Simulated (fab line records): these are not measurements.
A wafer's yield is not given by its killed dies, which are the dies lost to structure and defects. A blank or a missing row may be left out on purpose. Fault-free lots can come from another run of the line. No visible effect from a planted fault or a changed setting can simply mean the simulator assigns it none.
Which tool was responsible? + flow gf180mcu + 7 lots with 20 wafers sampled at 2 steps, on a route of 602 steps

WHAT THE GAUGES READ, wafer by wafer
GF_POLY_GATE_CD_MEAS_10: target cd 280 nm.
| lot  | measured     | on       | cdNm (nm)         |
|------|--------------|----------|-------------------|
| L138 | day 9 11:56  | cdSem-01 | 280.6 280.8 280.8 |
| L141 | day 10 02:59 | cdSem-02 | 278.8 277.7 278.6 |
| L145 | day 11 14:23 | cdSem-01 | 286.7 279.1       |
| L153 | day 13 20:56 | cdSem-02 | 277.0 278.4 277.7 |
| L156 | day 14 15:13 | cdSem-01 | 279.7 279.1 279.9 |
| L158 | day 15 10:18 | cdSem-01 | 279.2 278.3 278.5 |
| L160 | day 16 02:52 | cdSem-02 | 279.7 280.0 280.2 |

WHICH TOOL RAN EACH LOT (tool, then ch and the chambers of the sampled wafers, then the start)
| lot  | GF_POLY_GATE_PEB_08              |
|------|----------------------------------|
| L138 | lithoTrack-01 ch 0, day 9 11:37  |
| L141 | lithoTrack-01 ch 0, day 10 02:40 |
| L145 | lithoTrack-03 ch 0, day 11 14:03 |
| L153 | lithoTrack-02 ch 0, day 13 20:35 |
| L156 | lithoTrack-03 ch 0, day 14 14:53 |
| L158 | lithoTrack-01 ch 0, day 15 09:57 |
| L160 | lithoTrack-03 ch 0, day 16 02:32 |
- GF_POLY_GATE_PEB_08: peb time 90 s.

THE ANSWER, worked out from the rows above alone
Rule: usual is defined by the lots themselves. Put in order of their means at a reading, lots are off if they are a third of the lots or fewer, leave a main group of 4 or more, and stand apart from it by a gap of 3 or more times the standard deviation of the main group's means; of several such gaps the widest counts. A main group is skipped when, at the precision printed for the reading in the tables above, its means are all equal. Also off: a lot with no number at a reading for which 4 or more lots have one. The other lots that the step has rows for count as sound.
No lot is off at any reading shown: from this, nothing can be told.

WHAT THE SIMULATOR HAD INSERTED
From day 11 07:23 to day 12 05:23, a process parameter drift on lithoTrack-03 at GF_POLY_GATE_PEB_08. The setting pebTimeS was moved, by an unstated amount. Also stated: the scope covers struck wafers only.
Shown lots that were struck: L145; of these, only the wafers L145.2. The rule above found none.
